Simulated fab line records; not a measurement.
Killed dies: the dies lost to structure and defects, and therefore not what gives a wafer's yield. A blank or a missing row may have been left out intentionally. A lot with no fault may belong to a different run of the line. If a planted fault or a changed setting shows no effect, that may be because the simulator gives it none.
Problem report, 8D (eight disciplines) form, completed by code :: flow sky130 :: the parts of the form that need people (team, actions taken, sign-off) are left out

== 1. THE ISSUE ==
SKY_VIA3_ETCH_14, chamber_pressure_mTorr: mean 24.000 mTorr over 1 wafer from 1 lot; wafers with no fault: 30.002 mTorr, standard deviation 0.024. That is -99 or more standard deviations from the usual mean.
The step: etches BARC in N2/H2, stops on SiO2, time 45.9 s, target depth 60 nm.
The first sign was on wafer L270.4 at day 44 14:25, on rie_diel-01. The record holds 36 wafers of 12 lots with a number at this step. Rule for "out", or "out of limits": more than 4 standard deviations from the usual mean. The other wafers with a number count as sound.

== 2. WHAT THIS IS AND IS NOT ==
question: which readings at this step
is: chamber_pressure_mTorr
is not: drypump_motor_current_A, oes_product_au, throttle_valve_pct

question: which lots
is: L270
is not: L254, L255, L256, L257, L259, L260, L261, L263, L264, L266, L275

question: which wafers of those lots
is: L270.4
is not: L270.1, L270.3

question: read on which tools
is: rie_diel-01
is not: rie_diel-02, rie_diel-03

question: when
is: from day 44 14:25
is not: up to then (32 sound wafers); but 3 sound wafers of L275 came after

== 3. SUSPECTS, AND WHAT RULES EACH OUT ==
Counting: a tool at a process step up to the reading stays a suspect if it ran every lot that is out. Sound lots after the first of them don't rule it out here, since some wafers of a struck lot are sound.
- pvd_sputter-04 at SKY_METAL1_SPUTTER_02 (material AlCu, target thk 250 nm, time 13.3 s): kept. It processed L270, the lot that is out, at day 37 04:59, and its most recent sound lot before then was L266 at day 35 18:41.
- pvd_sputter-04 at SKY_METAL1_SPUTTER_03 (material Ti, target thk 5 nm, time 3.3 s): kept. It processed L270, the lot that is out, at day 37 05:01, and its most recent sound lot before then was L266 at day 35 18:42.
- rie_diel-01 at SKY_VIA3_ETCH_14 (etches BARC in N2/H2, stops on SiO2, time 45.9 s, target depth 60 nm): kept. It processed L270, the lot that is out, at day 44 14:25, and its most recent sound lot before then was L264 at day 42 16:59. Its own chamber_pressure_mTorr readings are out on those wafers.
- In rie_diel-01 at SKY_VIA3_ETCH_14, the wafers that are out were processed in chamber 3 and their sound lot-mates in chambers 0, 2.
Left after counting: pvd_sputter-04 at SKY_METAL1_SPUTTER_02, pvd_sputter-04 at SKY_METAL1_SPUTTER_03, rie_diel-01 at SKY_VIA3_ETCH_14.

== 4. THE CAUSE (what the simulator had put in) ==
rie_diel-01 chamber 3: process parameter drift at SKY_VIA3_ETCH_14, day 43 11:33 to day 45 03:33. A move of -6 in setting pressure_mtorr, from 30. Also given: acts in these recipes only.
Counting leaves 3 suspects; this tool is one of them.

== 5. SEQUENCE OF EFFECTS, ordered by route ==
One row per reading whose mean, taken over the struck wafers that have a number, lies over 3 standard deviations from the usual. Scope: only readings with a usual standard deviation given in the record; hours: median across lots of the time from each lot's start at the first step in this table that gives one to its start at this step; sigmas: change in usual standard deviations.
hours: 0
step: SKY_VIA3_ETCH_14
reading: chamber_pressure_mTorr
usual: 30.002 mTorr
on struck wafers: 24.000
change: -6.002
sigmas: -99 or more
The process steps in it:
- SKY_VIA3_ETCH_14: etches BARC in N2/H2, stops on SiO2, time 45.9 s, target depth 60 nm.
Later steps that measure or inspect, where all struck wafers having a row at the step show a number for every such reading and not one has moved that far: SKY_VIA4_THK_MEAS_20.

== 6. WHAT WOULD HAVE CAUGHT IT SOONER ==
The fault began at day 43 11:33; the first out-of-limits reading in this record came at day 44 14:25, 27 hours later.
